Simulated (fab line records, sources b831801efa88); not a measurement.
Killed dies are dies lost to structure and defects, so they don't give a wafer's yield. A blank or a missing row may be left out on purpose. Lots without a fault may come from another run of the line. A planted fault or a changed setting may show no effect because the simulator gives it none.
Chamber matching | flow gf180mcu | GF_POLY_GATE_ETCH_13 on rie_si-02: 4 sister chambers
The step etches poly-Si in HBr/Cl2, stops on SiO2, target depth 198.5 nm, time 69.6 s. 4 wafers are shown with their chamber, then 8 later ones without.

WAFERS WITH THEIR CHAMBER
wafer  | chamber | drypump_motor_current_A (A)
L890.3 | 3       | 5.6
L891.1 | 0       | 4.8
L891.6 | 2       | 5.8
L892.1 | 1       | 5.7

WAFERS WITHOUT THEIR CHAMBER
wafer  | drypump_motor_current_A (A)
L892.2 | 4.8
L892.5 | 5.8
L897.2 | 5.9
L897.5 | 4.8
L897.6 | 5.9
L899.1 | 5.9
L899.4 | 5.6
L899.6 | 5.9

WHICH CHAMBER EACH WENT THROUGH
wafer  | from the rows above     | in truth
L892.2 | 0                       | 0
L892.5 | can't be placed: 2 or 1 | 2
L897.2 | can't be placed: 2 or 1 | 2
L897.5 | 0                       | 0
L897.6 | can't be placed: 2 or 1 | 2
L899.1 | can't be placed: 2 or 1 | 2
L899.4 | can't be placed: 3 or 1 | 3
L899.6 | can't be placed: 2 or 1 | 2
Placed correctly: 2 of 8. Can't be placed from these rows: 6 (the true chamber is among the candidates in 6). Placed wrongly: 0.
How it was worked out, from the rows above alone: a wafer's distance from a chamber is the root of the sum, over the readings, of the square of ((its reading less the chamber's mean) divided by the reading's scatter). The wafer belongs to the nearest chamber; if the next one is less than 2 further off, it can't be placed. A chamber's mean is the mean of its shown wafers. The scatter: with one shown wafer a chamber, the root of the mean of the squares of how far each hidden wafer lies from its nearest shown one.
